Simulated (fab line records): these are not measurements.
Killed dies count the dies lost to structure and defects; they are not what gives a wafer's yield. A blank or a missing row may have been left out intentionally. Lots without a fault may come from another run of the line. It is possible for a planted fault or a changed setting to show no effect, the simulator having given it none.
A lot that was struck, set against a sound lot :: flow gf180mcu :: 31 out of 602 route steps
Sound: the wafers L143.2, L143.3, L143.6. Wafers L139.1, L139.3, L139.5 were the ones struck. At the end, the cause is stated.
At each step with rows: each side's tool, then ch and its chambers, then its first start. Under that, the readings that differ: sound wafers :: struck wafers :: difference of the means :: sigmas: that difference in standard deviations of wafers without a fault.
alike: readings whose means differ by less than 2 such deviations, and words and numbers that are the same on both sides. not compared: withheld readings, readings that some wafer has no value for, bounds like >300 that may hide the same value, and numbers for which the record gives no deviation and whose values overlap.
The two part at a step that has a row with sigmas, a row that says differs or no value, or rows on one side only. Numbers that don't overlap but have no deviation are shown without sigmas and don't part them. A reading that every wafer of one side lacks parts them only if that side has two wafers or more.

first, 6 steps without rows for these wafers: GF_SAB_ETCH_11 (etches SiO2 in C4F8/O2/Ar, target depth 55 nm, time 8.5 s); GF_SAB_WET_ETCH_12 (etches SiO2 in dHF, target depth 22 nm, time 440 s); GF_SAB_STRIP_13 (strips in O2/N2); GF_SALICIDE_CLEAN_00 (cleans in SC1/SC2, time 150 s); GF_SALICIDE_WET_ETCH_01 (etches SiO2 in dHF, target depth 5 nm, time 100 s); GF_SALICIDE_SPUTTER_02 (material Co, target thk 10 nm, time 20 s).
GF_SALICIDE_SPUTTER_03: material TiN, target thk 20 nm, time 16.7 s.
  struck on pvdSputter-03, day 17 14:23; sound on pvdSputter-03, day 19 06:07
  alike: throttleValvePct
GF_SALICIDE_RS_MEAS_04: measures by four-point-probe.
  struck on filmMetro-04, day 17 14:25; sound on filmMetro-01, day 19 06:10
  alike: SALICIDE_TIN_RS
GF_SALICIDE_THK_MEAS_05: measures by xrf.
  struck on filmMetro-04, day 17 14:32; sound on filmMetro-01, day 19 06:16
  alike: SALICIDE_TIN_THK
GF_SALICIDE_RTA_06: time 30 s.
  sound on rtpAnneal-01 ch 0, day 19 06:20; struck on rtpAnneal-01 ch 0, day 17 14:36
  alike: lampPowerPct, wafer_temp_C_max
then, 1 step without rows for these wafers: GF_SALICIDE_WET_ETCH_07 (etches the open film in SPM, target depth 120 nm).
GF_SALICIDE_RTA_08: time 30 s.
  sound on rtpAnneal-02 ch 0, day 19 06:32; struck on rtpAnneal-02 ch 0, day 17 14:47
  alike: lampPowerPct, wafer_temp_C_max
GF_CONTACT_CVD_00: deposits SiO2, target thk 300 nm, time 50 s.
  sound on hdpcvd-01 ch 0,1,2, day 19 06:37; struck on hdpcvd-01 ch 0,1,2, day 17 15:06
GF_CONTACT_THK_MEAS_01:
  struck on filmMetro-03, day 17 15:08; sound on filmMetro-04, day 19 06:40
reading: CONTACT_CVD_00_THK (nm)
sound: 302 308 307
struck: 605 605 605
difference: +299
sigmas: +88
GF_CONTACT_CVD_02: deposits SiO2 from TEOS, target thk 860 nm, time 95.992 s.
  sound on pecvd-04 ch 0,2, day 19 06:43; struck on pecvd-01 ch 0,2, day 17 15:12
  alike: heaterPowerW
GF_CONTACT_THK_MEAS_03:
  struck on filmMetro-04, day 17 15:19; sound on filmMetro-03, day 19 06:48
  alike: CONTACT_CVD_02_THK
GF_CONTACT_CMP_04: polishes SiO2.
  sound on cmp-02 ch 0,1, day 19 06:51; struck on cmp-02 ch 1,3, day 17 15:22
  alike: motorCurrentA, timeToEndpointS
then, 8 steps without rows for these wafers: GF_CONTACT_DEHYDRATE_06 (time 60 s); GF_CONTACT_HMDS_07 (prime time 60 s); GF_CONTACT_COAT_08; GF_CONTACT_COAT_09 (resist thk 1000 nm); GF_CONTACT_SOFTBAKE_10 (time 60 s); GF_CONTACT_EXPOSE_11 (exposes mask Contact, target cd 220 nm); GF_CONTACT_PEB_12 (peb time 90 s); GF_CONTACT_DEVELOP_13 (develop time 60 s).
GF_CONTACT_CD_MEAS_14 targets a cd of 220 nm.
  struck on cdSem-02, day 18 14:50; sound on cdSem-02, day 20 07:42
  alike: cdNm
GF_CONTACT_OVL_MEAS_15:
  struck on overlay-02, day 18 14:57; sound on overlay-02, day 20 07:48
  alike: CONTACT_OVL
then, 1 step without rows for these wafers: GF_CONTACT_ETCH_16 (etches BARC in N2/H2).
GF_CONTACT_ETCH_17: etches SiO2 in C4F8/O2/Ar, stops on CoSi2, target depth 860 nm.
  sound: rieDiel-02 ch 0,3; struck: rieDiel-02 ch 0,1,2
reading: oesProductAu (a.u.)
sound: 0.816 0.826 0.825
struck: 0.961 0.967 0.963
difference: +0.141
sigmas: +30

reading: model.etch.depthNm (nm)
sound: 863.5 870.9 868.4
struck: 1165 1166 1164
difference: +297
sigmas: 

reading: model.CONTACT.featureDepthNm (nm)
sound: 863.5 870.9 868.4
struck: 1165 1166 1164
difference: +297
sigmas: 
then, 1 step without rows for these wafers: GF_CONTACT_STRIP_18 (strips in O2/N2).
-- the record jumps here: 12 days lie between the struck wafers' starts before and after (it left off in module CONTACT and takes up again in module PASSIVATION, whose first step shown is number 602 of the route) --
GF_PASSIVATION_PROBE_99:
  struck on prober-01, day 31 01:19; sound on prober-01, day 32 11:04
reading: model.etest.contactNplus.rcOhm
sound: 5.21 5.088 5.333
struck: 6.502
difference: +1.292
sigmas: 

reading: model.etest.contactPplus.rcOhm
sound: 5.236 5.155 5.24
struck: 6.315
difference: +1.105
sigmas: 

reading: model.etest.contactPoly.rcOhm
sound: 5.978 5.941 5.984
struck: 7.147
difference: +1.179
sigmas: 

WHERE THEY PART
Earliest at GF_CONTACT_THK_MEAS_01; latest, in this record, at GF_CONTACT_ETCH_17.

WHY: whatever the simulator had introduced
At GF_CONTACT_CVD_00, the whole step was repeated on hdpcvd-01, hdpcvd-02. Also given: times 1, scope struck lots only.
